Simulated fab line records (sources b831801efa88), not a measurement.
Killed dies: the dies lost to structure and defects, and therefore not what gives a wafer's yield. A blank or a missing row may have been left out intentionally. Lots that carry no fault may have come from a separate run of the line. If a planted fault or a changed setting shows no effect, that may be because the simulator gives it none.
Which tool was responsible?    flow sky130    Sampling: 9 lots, 27 wafers, 3 of 708 route steps

== WHAT THE GAUGES SHOWED, per wafer ==
SKY_VIA3_THK_MEAS_23: measures by xrf.
lot   measured      on            VIA3_W_THK (nm)
L268  day 40 17:40  filmMetro-04  398 402 395
L271  day 41 10:43  filmMetro-01  403 402 409
L270  day 41 21:21  filmMetro-04  416 419 405
L273  day 42 09:33  filmMetro-02  413 416 404
L275  day 42 19:25  filmMetro-02  396 409 414
L277  day 43 09:16  filmMetro-02  407 401 407
L283  day 45 00:50  filmMetro-02  397 401 396
L286  day 45 18:50  filmMetro-02  402 407 408
L288  day 46 00:30  filmMetro-04  397 403 403

== WHICH TOOL RAN EACH LOT (tool, then ch and the chambers of the sampled wafers, then the start) ==
lot   SKY_METAL3_METAL_ETCH_18          SKY_METAL3_STRIP_19
L268  rieMetal-04 ch 0,1, day 39 14:47  plasmaAsher-03 ch 0,1, day 39 14:58
L271  rieMetal-03 ch 0,1, day 40 07:50  plasmaAsher-02 ch 0,1, day 40 08:01
L270  rieMetal-04 ch 0,1, day 40 18:28  plasmaAsher-03 ch 0,1, day 40 18:39
L273  rieMetal-02 ch 0,1, day 41 07:05  plasmaAsher-01 ch 0,1, day 41 07:16
L275  rieMetal-02 ch 0,1, day 41 17:26  plasmaAsher-02 ch 0,1, day 41 17:35
L277  rieMetal-04 ch 0,1, day 42 07:36  plasmaAsher-03 ch 0,1, day 42 07:45
L283  rieMetal-03 ch 0,1, day 43 23:36  plasmaAsher-01 ch 0, day 43 23:46
L286  rieMetal-03 ch 0,1, day 44 19:25  plasmaAsher-02 ch 1, day 44 19:36
L288  rieMetal-03 ch 0,1, day 45 00:55  plasmaAsher-02 ch 0,1, day 45 01:06
- SKY_METAL3_METAL_ETCH_18: etches the open film in Cl2/BCl3, stops on SiO2, target depth 845 nm, time 183.1 s.
- SKY_METAL3_STRIP_19: strips in O2/N2.

== THE ANSWER, worked out from the rows above alone ==
Rule: the usual values come from the lots themselves. The widest of any qualifying gaps counts: lots, ordered by their means at a reading, are off when they make up no more than a third of the lots, leave a main group of 4 or more, and stand apart from it by 3 or more times the standard deviation of that group's means. The tables above print the reading to a certain number of digits; a main group whose means all agree to those digits is not used. A lot without any number at a reading at which 4 lots or more have one is off too. All remaining lots with rows at the step are treated as sound.
Across all readings shown, no lot is off: no conclusion can be drawn from this.

== WHAT HAD BEEN PUT IN BY THE SIMULATOR ==
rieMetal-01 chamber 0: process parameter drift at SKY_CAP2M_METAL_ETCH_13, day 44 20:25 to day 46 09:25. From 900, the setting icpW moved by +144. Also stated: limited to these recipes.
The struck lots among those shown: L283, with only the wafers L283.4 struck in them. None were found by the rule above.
